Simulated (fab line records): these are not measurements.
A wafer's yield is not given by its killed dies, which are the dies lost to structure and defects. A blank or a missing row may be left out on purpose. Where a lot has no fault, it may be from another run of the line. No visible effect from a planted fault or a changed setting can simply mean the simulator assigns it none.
fab line records -- flow sky130
record lots=14, wafers=42, lastDay=49
route steps=708 shown LDD_P@266 POLY_CUT@314 LI_CONTACT@363 PAD_OPEN@708
lots that met no fault: from a run of the same line without faults
startH: the number of hours between the record's first day and the start of the first shown wafer of the lot -- waitH: hours from the lot's prior step to this one -- " unchanged from the row above -- L1.1+2: a single row standing in for several wafers -- - no value, or no start was given -- * or withheld: withheld -- < > ~ a bound
route shown NAME@n: a module of which the file shows steps, and the number in the route of the first -- usual: average and standard deviation across the fault-free wafers -- same: alike in all rows -- chamber/n: place in a boat -- sites: each site's reading -- _std_site: the standard deviation of these -- _edge_site: mean of outer sites minus mean of inner sites -- radiusMm: for every site, how far away it sits from the centre of the wafer -- mask NAME#n: copy n -- behind: tool/chamber where the wafer was last shaped -- hold: why the lot went on hold/how many hours it stayed there/how the hold came to an end -- device: the transistor (n, p or np) that didn't switch -- end of line: tests of these same wafers at the route's end -- a step with no rows: only its recipe -- killed: dies lost to structure and defects at the first sort, not the wafer's yield -- map: a wafer's dies, marking killed ones x, the rest . and places with no die _
set.NAME: the setting the step ran with; set.NAME@STEP: the setting that earlier step ran with -- model.NAME: the simulator's own value behind a step, which no gauge read
route steps across a sampled set of lots; one table per step, one row per wafer
services: a tool's chamber out of use, with start hour (startH, from the record's first day; less than 0 if before it), hours out, and reason
## steps
# step SKY_LDD_P_TW_MEAS_11
# usual LDD_P_TW=639.4/2.9
lot.wafer,tool,chamber,startH,waitH,LDD_P_TW
L724.1,filmMetro-04,-,422.08,0.1,635.3
L724.5,filmMetro-04,-,422.08,0.1,634.3
L724.6,filmMetro-04,-,422.08,0.1,638.9
L725.1,filmMetro-04,-,425.13,0.1,635.6
L725.5,filmMetro-04,-,425.13,0.1,636.1
L725.6,filmMetro-04,-,425.13,0.1,640.1
L726.3,filmMetro-02,-,437.85,0.1,636.5
L726.4,filmMetro-02,-,437.85,0.1,634.0
L726.5,filmMetro-02,-,437.85,0.1,631.6
L727.3,filmMetro-04,-,442.30,0.1,642.4
L727.4,filmMetro-04,-,442.30,0.1,638.6
L727.6,filmMetro-04,-,442.30,0.1,639.2
L729.1,filmMetro-03,-,459.47,0.1,639.2
L729.2,filmMetro-03,-,459.47,0.1,640.8
L729.5,filmMetro-03,-,459.47,0.1,638.3
L731.1,filmMetro-02,-,497.16,0.1,635.9
L731.3,filmMetro-02,-,497.16,0.1,635.4
L731.6,filmMetro-02,-,497.16,0.1,640.3
L732.2,filmMetro-02,-,503.92,0.1,639.8
L732.3,filmMetro-02,-,503.92,0.1,639.0
L732.6,filmMetro-02,-,503.92,0.1,637.0
L733.2,filmMetro-04,-,504.19,0.1,643.1
L733.4,filmMetro-04,-,504.19,0.1,637.3
L733.6,filmMetro-04,-,504.19,0.1,637.9
L735.3,filmMetro-02,-,521.43,0.1,642.4
L735.5,filmMetro-02,-,521.43,0.1,640.8
L735.6,filmMetro-02,-,521.43,0.1,639.1
L739.2,filmMetro-02,-,567.94,0.1,637.4
L739.5,filmMetro-02,-,567.94,0.1,637.3
L739.6,filmMetro-02,-,567.94,0.1,637.8
L740.2,filmMetro-02,-,575.29,0.1,636.5
L740.3,filmMetro-02,-,575.29,0.1,637.2
L740.5,filmMetro-02,-,575.29,0.1,638.3
L741.2,filmMetro-04,-,575.42,0.1,640.0
L741.4,filmMetro-04,-,575.42,0.1,642.8
L741.5,filmMetro-04,-,575.42,0.1,640.7
L743.1,filmMetro-04,-,581.99,0.1,640.2
L743.2,filmMetro-04,-,581.99,0.1,641.8
L743.4,filmMetro-04,-,581.99,0.1,639.9
L745.1,filmMetro-04,-,601.86,0.1,642.3
L745.2,filmMetro-04,-,601.86,0.1,637.5
L745.3,filmMetro-04,-,601.86,0.1,637.6
# step SKY_POLY_CUT_DEVELOP_07
# recipe developTimeS=60, resist=KrF-thick, devTempC=21
# usual developerTempC=20.99/0.11
lot.wafer,tool,chamber,startH,waitH,developerTempC
L724.1,lithoTrack-02,0,548,-,20.96
L724.5,lithoTrack-02,0,548,-,20.95
L724.6,lithoTrack-02,0,548,-,21.03
L725.1,lithoTrack-01,0,549,-,21.04
L725.5,lithoTrack-01,0,549,-,21.14
L725.6,lithoTrack-01,0,549,-,21.10
L726.3,lithoTrack-03,0,561,-,20.81
L726.4,lithoTrack-03,0,561,-,20.97
L726.5,lithoTrack-03,0,561,-,21.12
L727.3,lithoTrack-01,0,565,-,20.94
L727.4,lithoTrack-01,0,565,-,21.00
L727.6,lithoTrack-01,0,565,-,21.11
L729.1,lithoTrack-02,0,584,-,20.94
L729.2,lithoTrack-02,0,584,-,20.95
L729.5,lithoTrack-02,0,584,-,20.95
L731.1,lithoTrack-02,0,618,-,21.06
L731.3,lithoTrack-02,0,619,-,21.04
L731.6,lithoTrack-02,0,619,-,21.25
L732.2,lithoTrack-02,0,625,-,20.92
L732.3,lithoTrack-02,0,625,-,20.91
L732.6,lithoTrack-02,0,625,-,21.00
L733.2,lithoTrack-03,0,628,-,20.92
L733.4,lithoTrack-03,0,628,-,20.90
L733.6,lithoTrack-03,0,628,-,20.89
L735.3,lithoTrack-03,0,643,-,21.02
L735.5,lithoTrack-03,0,643,-,21.03
L735.6,lithoTrack-03,0,644,-,21.01
L739.2,lithoTrack-01,0,689,-,20.82
L739.5,lithoTrack-01,0,689,-,21.06
L739.6,lithoTrack-01,0,689,-,20.94
L740.2,lithoTrack-03,0,695,-,20.01
L740.3,lithoTrack-03,0,695,-,19.98
L740.5,lithoTrack-03,0,695,-,20.18
L741.2,lithoTrack-03,0,696,-,19.96
L741.4,lithoTrack-03,0,696,-,20.03
L741.5,lithoTrack-03,0,696,-,19.95
L743.1,lithoTrack-02,0,703,-,21.21
L743.2,lithoTrack-02,0,703,-,21.03
L743.4,lithoTrack-02,0,703,-,21.21
L745.1,lithoTrack-01,0,720,-,20.95
L745.2,lithoTrack-01,0,720,-,21.09
L745.3,lithoTrack-01,0,720,-,21.01
# step SKY_POLY_CUT_STRIP_12
# recipe chemistry=O2/N2, powerW=1400, pressureMtorr=1500, platenTempC=withheld, o2FlowSccm=3000, n2FlowSccm=300, overashFraction=0.5
# usual drypumpMotorCurrentA=5.9/0.37, oesProductAu=0.453/0.0042, stripTimeToEndpointS=5.365/0.016
lot.wafer,tool,chamber,startH,waitH,drypumpMotorCurrentA,oesProductAu,rfHoursCounterH,stripTimeToEndpointS
L724.1,plasmaAsher-01,1,549.01,0.0,5.9,0.457,85,5.354
L724.5,plasmaAsher-01,1,549.01,0.0,5.9,0.449,-,5.364
L724.6,plasmaAsher-01,0,549.01,0.0,6.4,0.453,-,5.390
L725.1,plasmaAsher-04,1,550.05,0.0,5.9,0.451,71,5.355
L725.5,plasmaAsher-04,1,550.05,0.0,5.8,0.455,-,5.351
L725.6,plasmaAsher-04,0,550.05,0.0,5.3,0.458,-,5.354
L726.3,plasmaAsher-01,0,562.15,0.1,6.4,0.452,-,5.344
L726.4,plasmaAsher-01,1,562.15,0.1,6.0,0.456,-,5.360
L726.5,plasmaAsher-01,0,562.15,0.1,6.4,0.447,-,5.355
L727.3,plasmaAsher-01,1,565.68,0.1,5.9,0.450,-,5.335
L727.4,plasmaAsher-01,0,565.68,0.1,6.4,0.450,-,5.326
L727.6,plasmaAsher-01,1,565.68,0.1,5.9,0.454,-,5.348
L729.1,plasmaAsher-04,1,585.16,0.0,5.9,0.457,74,5.347
L729.2,plasmaAsher-04,0,585.16,0.0,5.3,0.454,74,5.344
L729.5,plasmaAsher-04,1,585.16,0.0,5.9,0.449,-,5.373
L731.1,plasmaAsher-01,1,619.36,0.0,5.9,0.448,94,5.352
L731.3,plasmaAsher-01,0,619.36,0.0,6.4,0.452,-,5.373
L731.6,plasmaAsher-01,1,619.36,0.0,5.9,0.448,-,5.372
L732.2,plasmaAsher-02,0,626.26,0.0,5.8,0.447,51,5.361
L732.3,plasmaAsher-02,0,626.26,0.0,5.8,0.448,-,5.366
L732.6,plasmaAsher-02,0,626.26,0.0,5.9,0.451,-,5.388
L733.2,plasmaAsher-02,0,628.47,0.0,5.8,0.458,51,5.357
L733.4,plasmaAsher-02,1,628.47,0.0,5.6,0.450,-,5.359
L733.6,plasmaAsher-02,0,628.47,0.0,5.8,0.459,-,5.375
L735.3,plasmaAsher-01,1,644.30,0.1,5.9,0.457,-,5.369
L735.5,plasmaAsher-01,0,644.30,0.1,6.4,0.450,-,5.423
L735.6,plasmaAsher-01,1,644.30,0.1,5.9,0.460,-,5.389
L739.2,plasmaAsher-01,1,689.85,0.0,5.9,0.450,101,5.358
L739.5,plasmaAsher-01,0,689.85,0.0,6.4,0.450,-,5.351
L739.6,plasmaAsher-01,1,689.85,0.0,6.0,0.452,-,5.374
L740.2,plasmaAsher-01,1,695.92,0.0,6.0,0.448,102,5.381
L740.3,plasmaAsher-01,1,695.92,0.0,6.0,0.446,-,5.388
L740.5,plasmaAsher-01,1,695.92,0.0,5.9,0.454,-,5.358
L741.2,plasmaAsher-01,1,696.87,0.0,5.9,0.455,102,5.341
L741.4,plasmaAsher-01,0,696.87,0.0,6.4,0.459,-,5.354
L741.5,plasmaAsher-01,0,696.87,0.0,6.4,0.458,-,5.328
L743.1,plasmaAsher-04,1,703.61,0.0,5.9,0.451,85,5.365
L743.2,plasmaAsher-04,0,703.61,0.0,5.2,0.457,85,5.368
L743.4,plasmaAsher-04,1,703.61,0.0,5.8,0.456,-,5.350
L745.1,plasmaAsher-02,1,720.80,0.0,5.6,0.453,60,5.354
L745.2,plasmaAsher-02,0,720.80,0.0,5.8,0.450,60,5.362
L745.3,plasmaAsher-02,1,720.80,0.0,5.6,0.454,-,5.362
# step SKY_LI_CONTACT_THK_MEAS_01
# recipe reads=PSG_of_LI_CONTACT_HDPCVD_00
# usual LI_CONTACT_HDPCVD_THK=932/8
lot.wafer,tool,chamber,startH,waitH,LI_CONTACT_HDPCVD_THK[nm]
L724.1,filmMetro-02,-,640.84,0.1,942
L724.5,filmMetro-02,-,640.84,0.1,934
L724.6,filmMetro-02,-,640.84,0.1,946
L725.1,filmMetro-01,-,641.69,0.1,928
L725.5,filmMetro-01,-,641.69,0.1,933
L725.6,filmMetro-01,-,641.69,0.1,936
L726.3,filmMetro-01,-,653.80,0.1,927
L726.4,filmMetro-01,-,653.80,0.1,939
L726.5,filmMetro-01,-,653.80,0.1,912
L727.3,filmMetro-04,-,657.70,0.1,929
L727.4,filmMetro-04,-,657.70,0.1,927
L727.6,filmMetro-04,-,657.70,0.1,934
L729.1,filmMetro-02,-,674.78,0.1,928
L729.2,filmMetro-02,-,674.78,0.1,939
L729.5,filmMetro-02,-,674.78,0.1,929
L731.1,filmMetro-04,-,707.79,0.1,935
L731.3,filmMetro-04,-,707.79,0.1,923
L731.6,filmMetro-04,-,707.79,0.1,939
L732.2,filmMetro-04,-,715.04,0.1,931
L732.3,filmMetro-04,-,715.04,0.1,947
L732.6,filmMetro-04,-,715.04,0.1,935
L733.2,filmMetro-01,-,715.94,0.1,923
L733.4,filmMetro-01,-,715.94,0.1,930
L733.6,filmMetro-01,-,715.94,0.1,930
L735.3,filmMetro-02,-,729.40,0.1,930
L735.5,filmMetro-02,-,729.40,0.1,934
L735.6,filmMetro-02,-,729.40,0.1,923
L739.2,filmMetro-02,-,775.48,0.1,916
L739.5,filmMetro-02,-,775.48,0.1,930
L739.6,filmMetro-02,-,775.48,0.1,920
L740.2,filmMetro-02,-,781.69,0.1,936
L740.3,filmMetro-02,-,781.69,0.1,927
L740.5,filmMetro-02,-,781.69,0.1,918
L741.2,filmMetro-02,-,782.60,0.1,930
L741.4,filmMetro-02,-,782.60,0.1,923
L741.5,filmMetro-02,-,782.60,0.1,928
L743.1,filmMetro-01,-,788.53,0.1,932
L743.2,filmMetro-01,-,788.53,0.1,929
L743.4,filmMetro-01,-,788.53,0.1,932
L745.1,filmMetro-04,-,805.14,0.1,937
L745.2,filmMetro-04,-,805.14,0.1,940
L745.3,filmMetro-04,-,805.14,0.1,919
# step SKY_PAD_OPEN_PROBE_99
# usual killed_at_M0_to_M3=44/7.1, killed_at_M4_up=3.3/1.8, killedAtContacts=24/5.1, killedAtFrontEnd=16/4.7, killedAtOther=0.3/0.52, killedDies=87/9.7, killedOpen=47/6.8, killedShort=39/6.7
# same grossDies=492, killedAtBackSide=0
lot.wafer,tool,chamber,startH,waitH,killed_at_M0_to_M3,killed_at_M4_up,killedAtContacts,killedAtFrontEnd,killedAtOther,killedDies,killedOpen,killedShort
L727.3,prober-02,-,1083.95,0.2,45,5,23,16,0,89,44,45
L727.4,prober-02,-,1084.00,0.2,41,2,22,17,0,82,45,37
L727.6,prober-02,-,1084.10,0.2,53,3,18,15,0,89,45,44
L740.2,prober-02,-,1168.79,0.1,30,5,21,21,0,77,38,38
L740.3,prober-02,-,1168.84,0.2,44,3,21,13,0,81,38,41
L740.5,prober-02,-,1168.94,0.2,45,3,26,19,0,93,53,39
# killed by level:class
L727.3 VIA1:geometricParticle:open=11 CONTACT:geometricParticle:open=10 POLY_GATE:geometricParticle:short=6 METAL2:geometricParticle:short=6 LI_CONTACT:geometricParticle:open=6 VIA3:geometricParticle:short=6 METAL1:geometricParticle:short=5 VIA3:geometricParticle:open=4
L727.4 CONTACT:geometricParticle:open=9 VIA3:geometricParticle:open=7 VIA1:geometricParticle:open=6 METAL2:geometricParticle:short=6 FIELD_ISO:geometricParticle:short=5 POLY_GATE:geometricParticle:short=5 LI_CONTACT:geometricParticle:open=5 VIA2:geometricParticle:open=5
L727.6 VIA2:geometricParticle:open=11 METAL2:geometricParticle:short=10 FIELD_ISO:geometricParticle:open=6 VIA3:geometricParticle:open=6 LI_CONTACT:geometricParticle:open=6 VIA2:geometricParticle:short=6 CONTACT:geometricParticle:open=5 VIA1:geometricParticle:open=5
L740.2 LI_CONTACT:geometricParticle:open=10 VIA1:geometricParticle:open=7 FIELD_ISO:geometricParticle:short=6 FIELD_ISO:geometricParticle:open=5 LI_CONTACT:geometricParticle:short=5 METAL2:geometricParticle:short=5 POLY_GATE:geometricParticle:short=4 CONTACT:geometricParticle:open=4
L740.3 CONTACT:geometricParticle:open=9 VIA2:geometricParticle:open=7 VIA1:geometricParticle:short=7 METAL2:geometricParticle:short=6 LOCAL_INTERCONNECT:geometricParticle:short=5 POLY_GATE:geometricParticle:open=4 VIA3:geometricParticle:short=4 VIA1:geometricParticle:open=4
L740.5 VIA1:geometricParticle:open=18 CONTACT:geometricParticle:open=12 POLY_GATE:geometricParticle:open=8 VIA2:geometricParticle:open=6 FIELD_ISO:geometricParticle:short=5 LOCAL_INTERCONNECT:geometricParticle:short=5 METAL2:geometricParticle:short=4 LI_CONTACT:geometricParticle:open=4
## services
tool,chamber,startH,hours,kind
plasmaAsher-01,-,530.86,14.6,pm
plasmaAsher-04,-,550.75,0.4,repair
plasmaAsher-04,-,564.62,14.6,pm
plasmaAsher-02,-,597.09,2.9,repair
plasmaAsher-04,-,669.30,2.4,repair
## key
firstSign step=SKY_POLY_CUT_DEVELOP_07, reading=developerTempC, direction=down, sigmas=8.9, usual=*, struck=*
effect none on later readings
metAt SKY_POLY_CUT_DEVELOP_07
struckLots L740,L741
testerLeftOut L740,L741
notActingAt SKY_LDD_P_TW_MEAS_11,SKY_POLY_CUT_STRIP_12,SKY_LI_CONTACT_THK_MEAS_01
onsetBetween 643 695
fault kind=processParameterDrift, tool=lithoTrack-03, chamber=-, onsetH=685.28, steps=SKY_POLY_CUT_DEVELOP_07, channel=devTempC, offset=*, shape=step, endH=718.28, actsIn=*, stated=*
# testerLeftOut: of these lots the tester's yield and bins aren't shown, on N5 and GAA mostly nor the transistor test; their killed dies are dies lost to structure and defects alone, not to doping, threshold or leakage, so they don't give the yield
